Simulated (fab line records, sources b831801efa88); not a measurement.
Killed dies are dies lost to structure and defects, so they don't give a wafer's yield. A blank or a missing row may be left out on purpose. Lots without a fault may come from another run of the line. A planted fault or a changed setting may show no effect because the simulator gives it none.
Which tool did it? | flow sky130 | 12 lots, 36 wafers sampled, at 5 steps of a route of 708

WHAT THE GAUGES READ, wafer by wafer
SKY_FIELD_ISO_BOW_MEAS_00.
lot  | measured    | on            | INCOMING_BOW (um)
L390 | day 1 10:00 | film_metro-03 | 1 -3 7
L391 | day 1 15:01 | film_metro-03 | 4 -2 6
L393 | day 2 01:00 | film_metro-04 | -4 -3 6
L394 | day 2 06:01 | film_metro-03 | 1 -6 4
L395 | day 2 11:01 | film_metro-02 | -7 -4 -4
L396 | day 2 16:01 | film_metro-04 | -3 18 0
L398 | day 3 02:00 | film_metro-02 | -2 13 4
L399 | day 3 07:00 | film_metro-02 | -11 -10 7
L400 | day 3 12:00 | film_metro-02 | -1 2 1
L403 | day 4 03:02 | film_metro-03 | 4 4 18
L404 | day 4 08:00 | film_metro-02 | 1 -5 4
L412 | day 6 00:00 | film_metro-03 | 10 5 7

SKY_FIELD_ISO_THK_MEAS_23.
lot  | measured    | on            | FIELD_ISO_OXIDATION_01_THK (nm)
L390 | day 2 09:38 | film_metro-04 | 10.06 9.79 9.88
L391 | day 2 15:17 | film_metro-04 | 9.68 9.76 9.89
L393 | day 3 02:25 | film_metro-03 | 9.93 9.94 10.16
L394 | day 3 05:41 | film_metro-03 | 9.79 9.91 9.88
L395 | day 3 08:55 | film_metro-02 | 10.23 10.12 10.20
L396 | day 3 13:56 | film_metro-03 | 9.91 9.75 10.01
L398 | day 3 23:25 | film_metro-02 | 9.74 9.89 9.67
L399 | day 4 04:17 | film_metro-02 | 10.14 10.07 10.14
L400 | day 4 14:42 | film_metro-04 | 9.61 9.58 9.58
L403 | day 5 03:16 | film_metro-02 | 9.76 9.86 9.69
L404 | day 5 08:46 | film_metro-03 | 9.63 9.65 9.62
L412 | day 7 05:13 | film_metro-02 | 9.86 10.01 10.00

SKY_NWELL_RS_MEAS_29: measures by four-point-probe.
lot  | measured     | on            | NWELL_RS (ohm/sq)
L390 | day 5 07:46  | film_metro-01 | 624.4 624.5 624.5
L391 | day 5 15:52  | film_metro-01 | 624.2 622.9 622.8
L393 | day 6 04:37  | film_metro-04 | 623.5 623.3 624.1
L394 | day 6 07:13  | film_metro-02 | 623.9 626.8 625.6
L395 | day 6 10:20  | film_metro-01 | 624.5 625.4 625.6
L396 | day 6 18:57  | film_metro-01 | 625.2 624.3 625.3
L398 | day 7 06:59  | film_metro-02 | 622.3 621.1 619.9
L399 | day 7 10:16  | film_metro-02 | 626.7 627.0 626.8
L400 | day 7 20:20  | film_metro-01 | 626.1 625.1 624.6
L403 | day 8 13:07  | film_metro-04 | 619.4 620.9 620.0
L404 | day 8 19:16  | film_metro-04 | 617.8 617.4 619.1
L412 | day 10 20:13 | film_metro-04 | 620.1 620.0 620.3

WHICH TOOL RAN EACH LOT (tool, then ch and the chambers of the sampled wafers, then the start)
lot  | SKY_FIELD_ISO_ETCH_17           | SKY_NWELL_IMPLANT_12
L390 | rie_si-02 ch 1,2, day 2 08:07   | implanter-01 ch 0, day 4 13:59
L391 | rie_si-02 ch 0,3, day 2 13:38   | implanter-03 ch 0, day 4 22:05
L393 | rie_si-01 ch 0,2,3, day 3 00:37 | implanter-04 ch 0, day 5 10:16
L394 | rie_si-02 ch 0,2,3, day 3 02:29 | implanter-04 ch 0, day 5 12:42
L395 | rie_si-01 ch 0,2,3, day 3 07:04 | implanter-04 ch 0, day 5 16:05
L396 | rie_si-02 ch 0,1,3, day 3 11:23 | implanter-04 ch 0, day 5 23:26
L398 | rie_si-02 ch 0,1, day 3 21:54   | implanter-03 ch 0, day 6 10:21
L399 | rie_si-01 ch 1,2,3, day 4 02:46 | implanter-01 ch 0, day 6 14:07
L400 | rie_si-02 ch 0,1,2, day 4 13:10 | implanter-01 ch 0, day 7 00:29
L403 | rie_si-01 ch 0,3, day 5 00:49   | implanter-01 ch 0, day 7 17:16
L404 | rie_si-02 ch 1,2,3, day 5 05:30 | implanter-01 ch 0, day 7 23:28
L412 | rie_si-01 ch 0,1, day 7 03:31   | implanter-04 ch 0, day 9 21:08
- SKY_FIELD_ISO_ETCH_17: etches Si in HBr/Cl2/O2, target depth 342 nm, time 97.7 s.
- SKY_NWELL_IMPLANT_12

WHAT THE TOOLS THEMSELVES READ (means of the sampled wafers that have a number; where no wafer has one, the mark that the record gives instead)
SKY_FIELD_ISO_ETCH_17.
lot  | tool      | O2_flow_sccm (sccm) | drypump_motor_current_A (A) | he_backside_leak_sccm (sccm) | oes_product_au (a.u.) | throttle_valve_pct (%)
L390 | rie_si-02 | 5.997               | 5.6                         | 2.73                         | 0.993                 | 25.674
L391 | rie_si-02 | 6.017               | 5.6                         | 2.76                         | 1.004                 | 25.658
L393 | rie_si-01 | 6.022               | 5.7                         | 2.58                         | 0.997                 | 25.654
L394 | rie_si-02 | 6.018               | 5.7                         | 2.62                         | 1.005                 | 25.647
L395 | rie_si-01 | 5.985               | 5.7                         | 2.57                         | 0.987                 | 25.677
L396 | rie_si-02 | 5.988               | 5.7                         | 2.84                         | 1.000                 | 25.647
L398 | rie_si-02 | 6.001               | 5.9                         | 2.65                         | 1.001                 | 25.662
L399 | rie_si-01 | 5.991               | 5.4                         | 2.79                         | 1.005                 | 25.653
L400 | rie_si-02 | 6.014               | 5.8                         | 2.68                         | 0.988                 | 25.653
L403 | rie_si-01 | 5.999               | 5.4                         | 2.78                         | 0.997                 | 25.655
L404 | rie_si-02 | 5.980               | 5.5                         | 2.87                         | 0.997                 | 25.650
L412 | rie_si-01 | 5.998               | 5.6                         | 2.61                         | 1.000                 | 25.655

SKY_NWELL_IMPLANT_12.
lot  | tool         | dose_ions_cm2 | faraday_current_uA
L390 | implanter-01 | 1.2991e+12    | 7.42
L391 | implanter-03 | 1.3000e+12    | 7.28
L393 | implanter-04 | 1.3019e+12    | 7.29
L394 | implanter-04 | 1.2999e+12    | 7.32
L395 | implanter-04 | 1.3000e+12    | 7.34
L396 | implanter-04 | 1.3021e+12    | 7.18
L398 | implanter-03 | 1.3004e+12    | 7.43
L399 | implanter-01 | 1.2992e+12    | 7.37
L400 | implanter-01 | 1.3017e+12    | 7.19
L403 | implanter-01 | 1.4431e+12    | 8.11
L404 | implanter-01 | 1.4438e+12    | 8.24
L412 | implanter-04 | 1.3027e+12    | 7.20

THE ANSWER, worked out from the rows above alone
Rule: what is usual is taken from the lots themselves. Put in order of their means at a reading, lots are off if they are a third of the lots or fewer, leave a main group of 4 or more, and stand apart from it by a gap of 3 or more times the standard deviation of the main group's means; of several such gaps the widest counts. A main group whose means are all the same, to the digits that the tables above print for the reading, isn't used. A lot without any number at a reading at which 4 lots or more have one is off too. The other lots that the step has rows for count as sound. The gauges are gone through in route order, then the tools' own readings, and for those a lot's mean is taken as printed above. The first step at which some lot is off is used, and at that step the reading that is off furthest; a lot without a number counts as furthest.
Off: L403, L404, at SKY_NWELL_IMPLANT_12 (dose_ions_cm2). The main group: mean 1.3007e+12, standard deviation 1.2e+09.
A tool fits if, at that step or a process step before it, it ran every lot that is off, and no sound lot after the first of them. One fits: implanter-01 at SKY_NWELL_IMPLANT_12. Its last sound lot is L400 (day 7 00:29), its first lot that is off L403 (day 7 17:16): a fault that began between those two fits.
The tool's own readings at SKY_NWELL_IMPLANT_12 bear it out: on the lots that are off they differ by more than 5 times the standard deviation of the sound lots' means. dose_ions_cm2 reads 1.4434e+12 there against 1.3007e+12 on the sound lots; faraday_current_uA reads 8.18 there against 7.30 on the sound lots.

WHAT THE SIMULATOR HAD PUT IN
Process parameter drift: implanter-01, from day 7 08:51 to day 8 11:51, at SKY_NWELL_IMPLANT_12. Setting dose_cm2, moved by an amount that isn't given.
Lots struck among those shown: L403, L404. The rule above found the same.
